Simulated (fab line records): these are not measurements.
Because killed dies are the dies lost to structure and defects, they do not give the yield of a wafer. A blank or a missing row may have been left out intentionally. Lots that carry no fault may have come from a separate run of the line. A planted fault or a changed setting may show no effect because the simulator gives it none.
fab line records	flow gf180mcu
record: lots: 13	wafers: 39	last_day: 34
route steps=602 shown NWELL@52 LVPWELL@64 MVSD@73 M2@376 V2@396
lots untouched by any fault: they come from a run of this same line in which no faults occurred
start_h: hours from the record's opening day to when the first of the lot's shown wafers began	wait_h: hours since the lot's step before	" unchanged from the row above	L1.1+2: a single row standing in for several wafers	- no value, or no start given	* or withheld: withheld	< > ~ a bound
route shown NAME@n: names a module that has steps shown in the file, with the first one's number in the route	usual: mean/standard deviation taken from wafers without a fault	same: alike in all rows	chamber/n: place in a boat	sites: per-site readings	_std_site: the values' standard deviation	_edge_site: outer sites' mean less inner sites'	radius_mm: how far each site lies from the wafer's centre	mask NAME#n: copy n	behind: tool/chamber where the wafer was last shaped	hold: reason for holding the lot/hours on hold/outcome of the hold	device: whichever transistor did not switch (one of n, p or np)	end of line: the tests these same wafers got at the end of their route	for a step that has no rows: nothing shown but its recipe	killed: not the wafer's yield, but the dies lost to structure and defects at the first sort	map: dies across one wafer; x = killed, . = not, _ = none there
set.NAME: the setting that was run; set.NAME@STEP: the one run at that earlier step	model.NAME: the simulator's own value behind a step, which no gauge read
the route's steps for a sample of lots (tables are steps, rows are wafers)
services: a tool's chamber out of use, with start hour (start_h, from the record's first day; less than 0 if before it), hours out, and reason
== steps ==
step: GF_NWELL_STRIP_10
recipe: chemistry: O2/N2	power_w: 1400	pressure_mtorr: 1500	platen_temp_c: 250	o2_flow_sccm: 3000	n2_flow_sccm: 300	overash_fraction: 0.5
usual: drypump_motor_current_A: 5.69/0.14	heater_power_w: 313/37	o2_flow_sccm: 3000/8.1	oes_product_au: 0.722/0.0049	strip_time_to_endpoint_s: 36.94/0.12
lot.wafer	tool	chamber	start_h	wait_h	drypump_motor_current_A	heater_power_w	o2_flow_sccm	oes_product_au	rf_hours_counter_h	strip_time_to_endpoint_s
L880.1	plasma_asher-03	1	61.51	0.1	5.72	281	2989	0.723	38	36.89
L880.2	"	0	"	"	5.77	358	2992	0.715	38	36.84
L880.3	"	1	"	"	5.72	273	2996	0.724	-	36.83
L881.1	plasma_asher-01	1	65.90	0.1	5.87	317	2997	0.722	28	37.00
L881.4	"	0	"	"	5.73	297	2986	0.722	-	37.06
L881.6	"	0	"	"	5.74	298	2992	0.716	-	36.96
L884.3	plasma_asher-01	0	82.23	0.1	5.72	299	3001	0.722	-	37.00
L884.4	"	1	"	"	5.87	321	2997	0.727	-	37.04
L884.5	"	0	"	"	5.74	298	2989	0.725	-	37.05
L886.1	plasma_asher-04	0	93.46	0.1	5.42	261	2999	0.718	45	37.03
L886.3	"	0	"	"	5.43	268	2986	0.726	-	36.95
L886.6	"	0	"	"	5.44	264	3001	0.720	-	37.01
L888.1	plasma_asher-01	1	104.99	0.1	5.89	322	2992	0.715	32	36.93
L888.2	"	0	"	"	5.72	303	2998	0.725	32	37.03
L888.5	"	1	"	"	5.88	323	2995	0.721	-	37.02
L889.3	plasma_asher-03	1	109.33	0.1	5.72	275	3001	0.714	-	37.14
L889.5	"	1	"	"	5.73	274	3004	0.726	-	37.07
L889.6	"	0	"	"	5.78	369	3000	0.730	-	37.10
L890.3	plasma_asher-03	1	115.68	0.1	5.71	272	2999	0.962	-	-
L890.5	"	0	"	"	5.78	361	3003	0.970	-	-
L890.6	"	1	"	"	5.70	268	3002	0.967	-	-
L891.4	plasma_asher-04	0	119.43	0.1	5.40	270	2993	0.732	-	36.90
L891.5	"	1	"	"	5.57	348	2994	0.719	-	36.82
L891.6	"	0	"	"	5.41	273	2998	0.716	-	36.78
L892.2	plasma_asher-01	1	128.84	0.1	5.90	313	3003	0.718	35	36.77
L892.3	"	0	"	"	5.77	301	3000	0.719	-	36.83
L892.4	"	1	"	"	5.88	313	3002	0.715	-	36.87
L893.1	plasma_asher-01	0	134.19	0.1	5.72	310	2990	0.711	36	37.09
L893.2	"	1	"	"	5.87	322	3002	0.730	36	37.07
L893.5	"	0	"	"	5.74	298	2997	0.719	-	37.08
L900.1	plasma_asher-03	0	170.69	0.1	5.81	367	3002	0.727	49	37.20
L900.4	"	0	"	"	5.77	375	3002	0.713	-	36.94
L900.6	"	0	"	"	5.77	359	2997	0.725	-	37.11
L901.1	plasma_asher-03	1	178.89	0.1	5.71	269	2997	0.721	50	37.03
L901.3	"	1	"	"	5.71	276	3007	0.721	-	36.88
L901.5	"	1	"	"	5.71	271	3007	0.723	-	36.94
L902.2	plasma_asher-01	1	184.45	0.1	5.89	317	2982	0.726	40	36.84
L902.4	"	1	"	"	5.89	320	2984	0.725	-	36.75
L902.5	"	0	"	"	5.74	306	3003	0.724	-	36.77
step: GF_LVPWELL_STRIP_10
recipe: chemistry: O2/N2	power_w: 1400	pressure_mtorr: 1500	platen_temp_c: 250	o2_flow_sccm: 3000	n2_flow_sccm: 300	overash_fraction: 0.5
usual: drypump_motor_current_A: 6.1/0.44	heater_power_w: 330/30	o2_flow_sccm: 2999/8.9	oes_product_au: 0.722/0.0046	strip_time_to_endpoint_s: 37.02/0.12
lot.wafer	tool	chamber	start_h	wait_h	drypump_motor_current_A	heater_power_w	o2_flow_sccm	oes_product_au	rf_hours_counter_h	strip_time_to_endpoint_s
L880.1	plasma_asher-02	1	75.02	0.1	6.6	351	3021	0.725	41	37.07
L880.2	"	0	"	"	6.8	351	2995	0.726	41	37.16
L880.3	"	0	"	"	6.8	358	2992	0.727	-	37.10
L881.1	plasma_asher-01	1	79.17	0.1	5.9	323	2983	0.722	29	37.05
L881.4	"	1	"	"	5.9	318	2991	0.720	-	37.07
L881.6	"	0	"	"	5.7	310	2997	0.721	-	36.98
L884.3	plasma_asher-03	1	96.33	0.1	5.7	273	2987	0.728	-	37.01
L884.4	"	0	"	"	5.8	364	3018	0.711	-	37.05
L884.5	"	1	"	"	5.7	270	2990	0.727	-	37.04
L886.1	plasma_asher-01	0	108.31	0.1	5.7	309	2996	0.715	32	37.12
L886.3	"	0	"	"	5.8	298	2996	0.729	-	37.10
L886.6	"	0	"	"	5.7	302	2992	0.718	-	37.07
L888.1	plasma_asher-03	0	119.74	0.1	5.8	382	2986	0.726	45	37.02
L888.2	"	1	"	"	5.7	273	3007	0.723	45	37.15
L888.5	"	0	"	"	5.8	372	3011	0.723	-	37.12
L889.3	plasma_asher-01	0	123.95	0.1	5.7	302	2986	0.721	-	36.86
L889.5	"	0	"	"	5.7	304	2988	0.720	-	37.02
L889.6	"	1	"	"	5.9	320	3009	0.717	-	36.99
L890.3	plasma_asher-03	0	130.63	0.1	5.8	371	3020	0.721	-	43.04
L890.5	"	1	"	"	5.7	264	3000	0.722	-	43.03
L890.6	"	0	"	"	5.8	358	3009	0.716	-	43.05
L891.4	plasma_asher-02	1	134.80	0.1	6.6	355	3005	0.726	-	36.96
L891.5	"	1	"	"	6.6	357	3007	0.720	-	36.84
L891.6	"	0	"	"	6.8	354	3007	0.728	-	36.81
L892.2	plasma_asher-02	0	144.37	0.1	6.8	352	3009	0.723	47	36.86
L892.3	"	1	"	"	6.5	357	3009	0.718	-	36.86
L892.4	"	0	"	"	6.8	356	3007	0.721	-	36.88
L893.1	plasma_asher-02	1	152.30	0.1	6.5	362	3001	0.726	48	37.30
L893.2	"	0	"	"	6.8	360	2990	0.728	48	37.16
L893.5	"	0	"	"	6.8	365	3000	0.711	-	37.14
L900.1	plasma_asher-01	0	188.27	0.1	5.7	299	2998	0.726	41	36.96
L900.4	"	1	"	"	5.9	319	3012	0.720	-	36.99
L900.6	"	0	"	"	5.7	302	2984	0.720	-	36.98
L901.1	plasma_asher-01	1	196.09	0.1	5.9	322	2983	0.724	42	36.99
L901.3	"	0	"	"	5.7	308	2995	0.724	-	37.04
L901.5	"	1	"	"	5.9	317	2992	0.722	-	36.96
L902.2	plasma_asher-02	0	201.04	0.1	6.8	360	2996	0.719	53	36.95
L902.4	"	1	"	"	6.5	351	2998	0.722	-	37.16
L902.5	"	1	"	"	6.5	361	2998	0.715	-	37.15
step: GF_LVPWELL_TW_MEAS_11
usual: LVPWELL_TW: 560.0/2.4
lot.wafer	tool	chamber	start_h	wait_h	LVPWELL_TW
L880.1	film_metro-01	-	75.12	0.1	558.4
L880.2	"	-	"	"	559.3
L880.3	"	-	"	"	560.9
L881.1	film_metro-02	-	79.27	0.1	558.5
L881.4	"	-	"	"	555.2
L881.6	"	-	"	"	556.6
L884.3	film_metro-04	-	96.41	0.1	558.9
L884.4	"	-	"	"	559.0
L884.5	"	-	"	"	563.1
L886.1	film_metro-01	-	108.41	0.1	558.9
L886.3	"	-	"	"	556.5
L886.6	"	-	"	"	558.2
L888.1	film_metro-04	-	119.84	0.1	563.0
L888.2	"	-	"	"	557.8
L888.5	"	-	"	"	560.4
L889.3	film_metro-01	-	124.04	0.1	560.9
L889.5	"	-	"	"	560.1
L889.6	"	-	"	"	559.4
L890.3	film_metro-04	-	130.71	0.1	521.0
L890.5	"	-	"	"	522.1
L890.6	"	-	"	"	524.2
L891.4	film_metro-04	-	134.90	0.1	561.3
L891.5	"	-	"	"	560.8
L891.6	"	-	"	"	558.7
L892.2	film_metro-04	-	144.56	0.2	558.2
L892.3	"	-	"	"	558.6
L892.4	"	-	"	"	557.2
L893.1	film_metro-04	-	152.42	0.1	559.9
L893.2	"	-	"	"	560.0
L893.5	"	-	"	"	560.8
L900.1	film_metro-02	-	188.37	0.1	560.1
L900.4	"	-	"	"	559.0
L900.6	"	-	"	"	557.7
L901.1	film_metro-04	-	196.19	0.1	562.8
L901.3	"	-	"	"	561.1
L901.5	"	-	"	"	564.4
L902.2	film_metro-04	-	201.15	0.1	560.2
L902.4	"	-	"	"	560.3
L902.5	"	-	"	"	561.3
step: GF_MVSD_OVL_MEAS_07
usual: MVSD_OVL: -1.1/1.4
lot.wafer	tool	chamber	start_h	wait_h	MVSD_OVL[nm]
L880.1	overlay-01	-	88.48	-	-2.0
L880.2	"	-	"	"	-1.1
L880.3	"	-	"	"	-2.3
L881.1	overlay-02	-	92.73	-	-3.6
L881.4	"	-	"	"	-1.2
L881.6	"	-	"	"	-2.4
L884.3	overlay-01	-	110.47	-	1.7
L884.4	"	-	"	"	-1.5
L884.5	"	-	"	"	0.4
L886.1	overlay-02	-	122.56	-	0.3
L886.3	"	-	"	"	-0.1
L886.6	"	-	"	"	0.3
L888.1	overlay-02	-	134.76	-	-2.3
L888.2	"	-	"	"	-0.1
L888.5	"	-	"	"	0.1
L889.3	overlay-02	-	139.27	-	0.1
L889.5	"	-	"	"	-0.8
L889.6	"	-	"	"	-0.5
L890.3	overlay-01	-	150.05	-	1.4
L890.5	"	-	"	"	-0.5
L890.6	"	-	"	"	1.1
L891.4	overlay-01	-	152.07	-	1.2
L891.5	"	-	"	"	-0.9
L891.6	"	-	"	"	-0.8
L892.2	overlay-01	-	156.46	-	-1.2
L892.3	"	-	"	"	-0.9
L892.4	"	-	"	"	0.7
L893.1	overlay-01	-	167.44	-	-1.6
L893.2	"	-	"	"	-1.1
L893.5	"	-	"	"	-0.5
L900.1	overlay-02	-	205.40	-	-1.9
L900.4	"	-	"	"	-3.3
L900.6	"	-	"	"	1.0
L901.1	overlay-01	-	213.50	-	-0.4
L901.3	"	-	"	"	-2.2
L901.5	"	-	"	"	-1.2
L902.2	overlay-02	-	217.56	-	-1.5
L902.4	"	-	"	"	-1.3
L902.5	"	-	"	"	-2.7
step: GF_M2_CD_MEAS_14
recipe: target_cd_nm: 280
usual: cd_nm: 280.5/1.3
lot.wafer	tool	chamber	start_h	wait_h	cd_nm
L881.1	cd_sem-01	-	456.45	0.1	282.0
L881.4	"	-	"	"	283.5
L881.6	"	-	"	"	282.4
L880.1	cd_sem-02	-	456.80	0.1	281.3
L880.2	"	-	"	"	280.4
L880.3	"	-	"	"	280.5
L884.3	cd_sem-01	-	484.59	0.1	280.7
L884.4	"	-	"	"	281.6
L884.5	"	-	"	"	281.5
L886.1	cd_sem-01	-	504.23	0.1	278.1
L886.3	"	-	"	"	278.7
L886.6	"	-	"	"	279.3
L888.1	cd_sem-02	-	528.48	0.1	280.5
L888.2	"	-	"	"	281.3
L888.5	"	-	"	"	280.6
L889.3	cd_sem-02	-	528.99	0.1	280.0
L889.5	"	-	"	"	278.3
L889.6	"	-	"	"	279.0
L890.3	cd_sem-02	-	540.34	0.1	279.6
L890.5	"	-	"	"	278.6
L890.6	"	-	"	"	279.9
L891.4	cd_sem-02	-	543.26	0.1	279.2
L891.5	"	-	"	"	278.9
L891.6	"	-	"	"	279.2
L892.2	cd_sem-02	-	554.92	0.1	280.3
L892.3	"	-	"	"	281.4
L892.4	"	-	"	"	280.8
L893.1	cd_sem-01	-	565.20	0.1	278.9
L893.2	"	-	"	"	279.0
L893.5	"	-	"	"	279.9
L900.1	cd_sem-02	-	614.63	0.1	281.6
L900.4	"	-	"	"	282.1
L900.6	"	-	"	"	281.3
L901.1	cd_sem-01	-	621.90	0.1	278.8
L901.3	"	-	"	"	279.6
L901.5	"	-	"	"	280.4
L902.2	cd_sem-01	-	627.02	0.1	277.7
L902.4	"	-	"	"	277.6
L902.5	"	-	"	"	279.3
step: GF_V2_CD_MEAS_14
recipe: target_cd_nm: 260
usual: cd_nm: 259.4/1.2
lot.wafer	tool	chamber	start_h	wait_h	cd_nm
L881.1	cd_sem-01	-	481.75	0.1	261.1
L881.4	"	-	"	"	260.1
L881.6	"	-	"	"	259.3
L880.1	cd_sem-02	-	482.28	0.1	258.1
L880.2	"	-	"	"	259.4
L880.3	"	-	"	"	259.8
L884.3	cd_sem-01	-	509.44	0.1	260.8
L884.4	"	-	"	"	260.7
L884.5	"	-	"	"	261.6
L886.1	cd_sem-01	-	529.41	0.1	258.4
L886.3	"	-	"	"	259.0
L886.6	"	-	"	"	259.6
L888.1	cd_sem-02	-	552.91	0.1	257.5
L888.2	"	-	"	"	257.8
L888.5	"	-	"	"	258.7
L889.3	cd_sem-01	-	553.60	0.1	260.0
L889.5	"	-	"	"	259.9
L889.6	"	-	"	"	261.0
L890.3	cd_sem-01	-	564.25	0.1	259.3
L890.5	"	-	"	"	259.5
L890.6	"	-	"	"	257.8
L891.4	cd_sem-01	-	566.42	0.1	258.4
L891.5	"	-	"	"	257.8
L891.6	"	-	"	"	256.4
L892.2	cd_sem-02	-	578.38	0.1	260.0
L892.3	"	-	"	"	260.6
L892.4	"	-	"	"	259.9
L893.1	cd_sem-02	-	588.16	0.1	259.5
L893.2	"	-	"	"	259.5
L893.5	"	-	"	"	258.3
L900.1	cd_sem-01	-	636.02	0.1	260.8
L900.4	"	-	"	"	261.7
L900.6	"	-	"	"	259.4
L901.1	cd_sem-02	-	643.07	0.1	256.0
L901.3	"	-	"	"	258.4
L901.5	"	-	"	"	258.0
L902.2	cd_sem-01	-	648.68	0.1	260.8
L902.4	"	-	"	"	260.7
L902.5	"	-	"	"	260.6
== services ==
tool	chamber	start_h	hours	kind
plasma_asher-02	-	104.80	11.6	repair
plasma_asher-04	-	108.80	9.0	pm
plasma_asher-04	0	108.80	9.0	vent_cycle
plasma_asher-04	1	108.80	9.0	vent_cycle
plasma_asher-04	0	117.80	-	clean
plasma_asher-04	1	117.80	-	clean
plasma_asher-03	-	135.80	14.6	pm
plasma_asher-03	-	179.15	2.8	pm
plasma_asher-02	-	183.82	3.4	repair
plasma_asher-01	-	196.33	3.0	repair
== key ==
first_sign: step: GF_NWELL_STRIP_10	reading: oes_product_au	direction: up	sigmas: 50	usual: 0.722	struck: 0.967
effect: step: GF_LVPWELL_STRIP_10	reading: strip_time_to_endpoint_s	direction: up	sigmas: 49	usual: *	struck: *
effect: step: GF_LVPWELL_TW_MEAS_11	reading: LVPWELL_TW	direction: down	sigmas: 16	usual: 560.0	struck: 522.5
met_at GF_NWELL_STRIP_10
struck_lots L890
sort_left_out L890.3,L890.5,L890.6
tester_left_out L890
not_acting_at GF_MVSD_OVL_MEAS_07,GF_M2_CD_MEAS_14,GF_V2_CD_MEAS_14
onset_between 109.33 115.68
fault: kind: strip_aborted	tool: plasma_asher-03	chamber: -	onset_h: 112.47	steps: GF_NWELL_STRIP_10	offset: 0.4409	end_h: 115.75
tester_left_out: of these lots the tester's yield and bins aren't shown, on N5 and GAA mostly nor the transistor test; their killed dies are dies lost to structure and defects alone, not to doping, threshold or leakage, so they don't give the yield
sort_left_out: the simulated sort isn't trusted on such a fault, so these wafers' sort isn't shown, and their yield isn't known
